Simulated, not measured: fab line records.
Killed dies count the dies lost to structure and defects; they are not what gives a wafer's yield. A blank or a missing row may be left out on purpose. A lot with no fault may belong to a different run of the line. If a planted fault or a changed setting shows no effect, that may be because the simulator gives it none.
2 desks, one fault | flow sky130 | only its own numbers are on each desk; what lay behind them is given at the end

THE TOOL OWNER'S DESK: rieDiel-01
The tool's own readings at SKY_LI_CONTACT_ETCH_15 (etches PSG in C4F8/O2/Ar, stops on Si, target depth 600 nm): means of the sampled wafers that have a number, for each lot that ran on this tool. A lot is out of limits, marked OUT, if its mean lies more than 4 standard deviations from the usual mean; the brackets give that distance.
Columns: A = oesProductAu at SKY_LI_CONTACT_ETCH_15, usual 0.837 a.u.
lot  | first seen here | A
L372 | day 30 04:36    | 0.814 (-5.0) OUT
L373 | day 30 17:14    | 0.798 (-8.6) OUT
L380 | day 33 04:30    | 0.835
L387 | day 35 04:54    | 0.837
L388 | day 35 12:05    | 0.836
L390 | day 35 23:29    | 0.840
L391 | day 36 03:29    | 0.836
This desk finds L372, L373 out of limits, L372 being first, at day 30 04:36 (oesProductAu at SKY_LI_CONTACT_ETCH_15). Within limits: L380, L387, L388, L390, L391.

THE METROLOGY DESK
Means of the sampled wafers that have a number, per lot and without regard to the tool the lot ran on: this is what the gauges read. A lot is out of limits, marked OUT, if its mean lies more than 4 standard deviations from the usual mean; the brackets give that distance.
Columns: A = cdNm at SKY_SD_P_CD_MEAS_07, usual 379.6 nm; B = SD_P_OVL at SKY_SD_P_OVL_MEAS_08, usual 0.2 nm; C = LI_CONTACT_BOW at SKY_LI_CONTACT_BOW_MEAS_03, usual 55 um
lot  | first seen here | A     | B    | C
L372 | day 26 13:53    | 381.1 | -0.5 | 48
L373 | day 27 02:17    | 379.6 | 0.6  | 49
L380 | day 29 15:01    | 379.2 | 2.3  | 57
L382 | day 30 10:08    | 377.7 | -0.3 | 51
L384 | day 30 18:51    | 382.1 | 0.8  | 56
L385 | day 31 03:05    | 378.6 | 0.9  | 50
L386 | day 31 14:48    | 380.5 | -0.6 | 59
L387 | day 31 17:42    | 382.9 | 0.8  | 51
L388 | day 31 23:29    | 378.7 | -0.1 | 50
L389 | day 32 09:26    | 377.7 | 1.6  | 51
L390 | day 32 13:07    | 382.2 | 0.8  | 52
L391 | day 32 19:10    | 381.4 | -0.1 | 64
This desk found nothing out of limits on any of the 12 lots.

TAKEN TOGETHER
The tool owner's desk could have raised an alarm at day 30 04:36, on L372, L373.
From the metrology desk's view, nothing was out of limits.
The metrology desk has L372, L373 on record, within its limits.
The lots listed all ran SKY_LI_CONTACT_ETCH_15 on rieDiel-01.

WHAT THE SIMULATOR HAD PUT IN
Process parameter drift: rieDiel-01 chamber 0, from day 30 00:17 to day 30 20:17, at SKY_LI_CONTACT_ETCH_15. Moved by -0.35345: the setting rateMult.
Struck lots among those shown: L372, L373.
How many hours passed from the start of the fault until each desk's first out-of-limits reading: the tool owner's desk, 4.
